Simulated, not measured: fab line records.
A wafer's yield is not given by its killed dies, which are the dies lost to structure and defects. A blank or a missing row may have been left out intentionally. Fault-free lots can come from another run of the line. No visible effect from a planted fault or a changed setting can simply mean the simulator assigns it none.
Tool commonality check	flow gf180mcu	Sampled: 13 lots, 39 wafers

## WHY THIS WAS OPENED
At GF_PSD_RS_MEAS_14 the reading NSD_RS is flagged on 4 of 13 lots. No-fault wafers: 46.14 ohm/sq, standard deviation 0.083.
Rule: a lot is flagged when every wafer of it that has a number lies more than 4 standard deviations from that mean, or none has a number. All remaining lots are regarded as sound.

lot	measured	on	NSD_RS (ohm/sq), wafer by wafer	flag
L177	day 14 11:16	film_metro-02	46.11 46.17 46.12	
L179	day 14 17:44	film_metro-01	46.10 46.20 46.12	
L180	day 15 03:29	film_metro-01	46.19 46.22 46.20	
L181	day 15 08:12	film_metro-01	46.15 46.12 46.20	
L184	day 16 19:01	film_metro-02	49.03 48.98 48.89	FLAGGED
L185	day 16 22:32	film_metro-04	48.95 49.01 48.97	FLAGGED
L186	day 17 16:31	film_metro-02	48.88 48.84 48.90	FLAGGED
L188	day 17 22:29	film_metro-01	48.91 48.78 48.98	FLAGGED
L194	day 20 18:57	film_metro-02	46.11 46.03 46.06	
L196	day 20 21:11	film_metro-02	46.06 46.02 46.16	
L197	day 21 21:11	film_metro-04	46.09 46.25 46.27	
L199	day 22 01:14	film_metro-02	46.18 46.19 46.12	
L200	day 22 13:29	film_metro-02	46.03 45.93 45.98	
On average the flagged lots' numbers are 48.93 ohm/sq, which is +2.79 ohm/sq against the usual, or +34 standard deviations.

## LOT BY LOT: THE TOOL USED
The record holds 1 process step before the reading, out of a route of 602 steps. Every cell lists first the tool, next ch and the chambers used by the sampled wafers, and last the start.
lot	flag	GF_PSD_RTA_13
L177		rtp_anneal-02 ch 0, day 14 11:11
L179		rtp_anneal-02 ch 0, day 14 17:39
L180		rtp_anneal-01 ch 0, day 15 03:24
L181		rtp_anneal-02 ch 0, day 15 08:07
L184	FLAGGED	rtp_anneal-01 ch 0, day 16 18:56
L185	FLAGGED	rtp_anneal-01 ch 0, day 16 22:26
L186	FLAGGED	rtp_anneal-01 ch 0, day 17 16:26
L188	FLAGGED	rtp_anneal-01 ch 0, day 17 22:24
L194		rtp_anneal-02 ch 0, day 20 18:52
L196		rtp_anneal-01 ch 0, day 20 21:06
L197		rtp_anneal-02 ch 0, day 21 21:06
L199		rtp_anneal-01 ch 0, day 22 01:08
L200		rtp_anneal-01 ch 0, day 22 13:24
What is done by these steps:
- GF_PSD_RTA_13: time 20 s.
- GF_PSD_RS_MEAS_14: measures by four-point-probe.

## FLAGGED AGAINST TOTAL, ONE TOOL AT A TIME (gauges that did the reading follow at the end)
step	tool	lots run	flagged	share of the flagged lots	sound lots run after its first flagged lot
GF_PSD_RTA_13	rtp_anneal-01	8	4	all	3 (L196,L199,L200)
GF_PSD_RTA_13	rtp_anneal-02	5	0	none	-
GF_PSD_RS_MEAS_14	film_metro-01	4	1	some	0
GF_PSD_RS_MEAS_14	film_metro-02	7	2	some	4 (L194,L196,L199,L200)
GF_PSD_RS_MEAS_14	film_metro-04	2	1	some	1 (L197)

## WHAT IS ALLOWED BY THE TABLE
All flagged lots share 1 row of the table, namely rtp_anneal-01 at GF_PSD_RTA_13.
- rtp_anneal-01 at GF_PSD_RTA_13 ran 8 lots, 4 of them flagged. Lots that were sound ran on it after the first flagged one (L196, L199, L200); a persistent fault on the entire tool would not allow that. Its own readings (wafer_temp_C_max) fall more than 4 standard deviations out on all wafers of the flagged lots.
None of the table's rows ran every flagged lot and, after the first, no sound lot.

## WHAT WAS PUT IN BY THE SIMULATOR
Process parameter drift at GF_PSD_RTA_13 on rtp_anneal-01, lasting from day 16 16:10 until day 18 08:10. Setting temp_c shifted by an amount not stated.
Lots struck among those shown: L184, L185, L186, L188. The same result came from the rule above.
